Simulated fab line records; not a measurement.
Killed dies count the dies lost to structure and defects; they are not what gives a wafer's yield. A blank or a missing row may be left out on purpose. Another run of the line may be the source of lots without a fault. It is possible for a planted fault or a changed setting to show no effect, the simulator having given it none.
Comparing a struck lot with a sound one + flow sfq line + 21 out of 325 route steps
Sound: the wafers L694.1, L694.2, L694.5. Struck: wafers L700.1, L700.2, L700.4. The cause is given at the end.
Order at every step that has rows: each side's tool, ch and its chambers, its first start. Under that, the readings that differ: sound wafers + struck wafers + difference of the means + sigmas: that difference in standard deviations of wafers without a fault.
alike: readings with means less than 2 such deviations apart, plus words and numbers identical on both sides. not compared: withheld readings, readings lacking a value on some wafer, bounds such as >300 that could conceal the same value, and numbers that have no deviation in the record and whose values overlap.
Wherever a step has rows on one side only, a row that says differs or no value, or a row with sigmas, the two part there. Numbers that don't overlap but have no deviation are shown without sigmas and don't part them. A reading that every wafer of one side lacks parts them only if that side has two wafers or more.

SFQ_I4_OVL_MEAS_928:
  struck on overlay-02, day 63 18:08; sound on overlay-02, day 61 09:16
  alike: I4_OVL
SFQ_TRILAYER_I4_VIA_BARC_OPEN_VIA_ETCH_146: etches BARC in O2, target depth 125 nm, time 41.7 s.
  sound on rie diel-04 ch 0,1,2, day 61 09:19; struck on rie diel-04 ch 1,2,3, day 63 18:10
  alike: drypump motor current A, oes product au
  not compared: rf hours counter h
SFQ_TRILAYER_I4_VIA_ETCH_VIA_ETCH_106: etches SiO2 in CHF3, stops on Nb, target depth 260 nm.
  sound on rie diel-04 ch 0,1,2, day 61 09:21; struck on rie diel-04 ch 1,2,3, day 63 18:13
  alike: drypump motor current A, oes product au
then, 3 steps without rows for these wafers: SFQ_TRILAYER_I4_VIA_STRIP_STRIP_107 (strips in O2); SFQ_TRILAYER_I4_VIA_STRIP_SOLV_CLEAN_108 (cleans in NMP, time 600 s); SFQ_TRILAYER_JJ_TRILAYER_DEP_PRE_CLEAN_113 (time 22.5 s).
SFQ_TRILAYER_JJ_TRILAYER_DEP_SPUTTER_109: material Nb, target thk 150 nm, time 100 s.
  struck on pvd sputter-04, day 63 19:08; sound on pvd sputter-05, day 61 10:16
  alike: throttle valve pct
then, 2 steps without rows for these wafers: SFQ_TRILAYER_JJ_TRILAYER_DEP_SPUTTER_110 (material Al, target thk 8 nm, time 10 s); SFQ_TRILAYER_JJ_TRILAYER_DEP_AL_OXIDATION_111 (oxidation time 600 s).
SFQ_TRILAYER_JJ_TRILAYER_DEP_SPUTTER_112: material Nb, target thk 170 nm, time 113.3 s.
  struck on pvd sputter-04, day 63 20:13; sound on pvd sputter-05, day 61 11:22
  alike: throttle valve pct
SFQ_JJ_RS_MEAS_929: uses a four-point probe to measure.
  struck on film metro-01, day 63 20:18; sound on film metro-03, day 61 11:26
| reading           | sound             | struck            | difference | sigmas |
|-------------------|-------------------|-------------------|------------|--------|
| JJ_NB_RS (ohm/sq) | 1.034 1.044 1.040 | 1.058 1.059 1.061 | +0.020     | +2     |
SFQ_TRILAYER_JJ_CE_LITHO_COAT_119: resist thk 62 nm.
  sound on litho track-01 ch 0, day 61 11:37; struck on litho track-02 ch 0, day 63 20:29
| reading                                                 | sound            | struck           | difference | sigmas |
|---------------------------------------------------------|------------------|------------------|------------|--------|
| model.BARC_of_TRILAYER_JJ_CE_LITHO_COAT_119.thk nm (nm) | 62.04 62.1 62.09 | 67.05 67.03 66.8 | +4.88      |        |
  alike: resist line temp C
then, 5 steps without rows for these wafers: SFQ_TRILAYER_JJ_CE_LITHO_COAT_114 (resist thk 600 nm); SFQ_TRILAYER_JJ_CE_LITHO_SOFTBAKE_118; SFQ_TRILAYER_JJ_CE_LITHO_EXPOSE_115 (exposes mask J5, target cd 700 nm); SFQ_TRILAYER_JJ_CE_LITHO_PEB_117 (peb time 58.27 s); SFQ_TRILAYER_JJ_CE_LITHO_DEVELOP_116 (time 60 s).
-- the record jumps here: 5 days lie between the struck wafers' starts before and after --
SFQ_JJ_OVL_MEAS_931:
  struck on overlay-01, day 68 22:37; sound on overlay-02, day 66 02:32
  alike: J5_OVL
then, 1 step without rows for these wafers: SFQ_TRILAYER_JJ_CE_METRO_MEASURE_117.
SFQ_TRILAYER_JJ_CE_BARC_OPEN_RIE_150: chemistry O2, target BARC, target depth 240 nm, time 80 s.
  sound on rie metal-04 ch 0,1, day 66 03:46; struck on rie metal-03 ch 0,1, day 68 23:51
| reading                     | sound             | struck            | difference | sigmas |
|-----------------------------|-------------------|-------------------|------------|--------|
| drypump motor current A (A) | 5.6 6.2 6.2       | 5.6 4.8 4.8       | -0.9       | -2     |
| oes product au (a.u.)       | 0.538 0.538 0.535 | 0.555 0.557 0.543 | +0.015     | +3     |
| model.etch.depth nm (nm)    | 62.04 62.1 62.09  | 67.05 67.03 66.8  | +4.88      |        |
  not compared: rf hours counter h
SFQ_TRILAYER_JJ_CE_ETCH_RIE_118: chemistry SF6, target Nb, stops on Al2O3, time 97.7 s, target depth 170 nm.
  sound on rie metal-04 ch 0,1, day 66 03:52; struck on rie metal-03 ch 0,1, day 68 23:56
| reading                     | sound       | struck      | difference | sigmas |
|-----------------------------|-------------|-------------|------------|--------|
| drypump motor current A (A) | 5.6 6.2 6.2 | 5.5 4.8 4.9 | -0.9       | -2     |
  alike: oes product au
  not compared: rf hours counter h

## WHERE THEY PART
Last at SFQ_TRILAYER_JJ_CE_ETCH_RIE_118 as far as this record goes, first at SFQ_JJ_RS_MEAS_929.

WHY: the cause the simulator had injected
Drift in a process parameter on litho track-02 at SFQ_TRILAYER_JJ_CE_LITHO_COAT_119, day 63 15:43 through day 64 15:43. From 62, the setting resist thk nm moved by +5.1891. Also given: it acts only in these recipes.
